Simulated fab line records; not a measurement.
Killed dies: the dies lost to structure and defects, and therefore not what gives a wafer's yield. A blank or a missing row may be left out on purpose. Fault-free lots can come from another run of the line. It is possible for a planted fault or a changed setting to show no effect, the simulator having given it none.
Matching of chambers | flow sky130 | 4 sister chambers for SKY_CONTACT_ETCH_17 on rie diel-04
The step etches SiO2 in C4F8/O2/Ar, stops on Si3N4, target depth 340 nm. 16 wafers are shown with their chamber, then 8 later ones without.

## EACH WAFER AND ITS CHAMBER
wafer  | chamber | oes product au (a.u.)
L683.2 | 2       | 0.892
L683.4 | 3       | 0.888
L683.5 | 3       | 0.896
L684.2 | 1       | 0.890
L684.3 | 3       | 0.891
L684.5 | 3       | 0.887
L685.2 | 2       | 0.889
L685.4 | 1       | 0.898
L685.5 | 1       | 0.891
L686.1 | 1       | 0.880
L686.2 | 3       | 0.890
L686.3 | 0       | 0.901
L700.1 | 3       | 0.896
L700.2 | 1       | 0.897
L700.4 | 0       | 0.890
L701.2 | 2       | 0.895

SIGNATURES, as means of the wafers listed above
reading        | chamber 0 | chamber 1 | chamber 2 | chamber 3 | scatter within a chamber
oes product au | 0.89550   | 0.89120   | 0.89200   | 0.89133   | 0.00548
Rule: for each reading, subtract the chamber's mean from the wafer's reading, divide by that reading's scatter and square the result; add these up over the readings and take the root, which gives the wafer's distance from the chamber. The wafer belongs to the nearest chamber; if the next one is less than 2 further off, it can't be placed. The scatter is the square root of a quotient: the sum, over the shown wafers, of each reading's squared deviation from its chamber's mean, divided by wafers minus chambers.

## WAFERS WHOSE CHAMBER IS MISSING
wafer  | oes product au (a.u.)
L701.5 | 0.900
L701.6 | 0.890
L702.1 | 0.893
L702.2 | 0.891
L702.4 | 0.897
L703.2 | 0.891
L703.3 | 0.891
L703.4 | 0.892

## WHICH CHAMBER EACH WENT THROUGH
wafer  | from the rows above               | in truth
L701.5 | can't be placed: 0 or 2 or 3 or 1 | 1
L701.6 | can't be placed: 1 or 3 or 2 or 0 | 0
L702.1 | can't be placed: 2 or 3 or 1 or 0 | 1
L702.2 | can't be placed: 1 or 3 or 2 or 0 | 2
L702.4 | can't be placed: 0 or 2 or 3 or 1 | 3
L703.2 | can't be placed: 1 or 3 or 2 or 0 | 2
L703.3 | can't be placed: 1 or 3 or 2 or 0 | 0
L703.4 | can't be placed: 2 or 3 or 1 or 0 | 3
0 of 8 placed correctly. Unplaceable from these rows: 8, with the true chamber sitting among the candidates in 8. Number placed wrongly: 0.
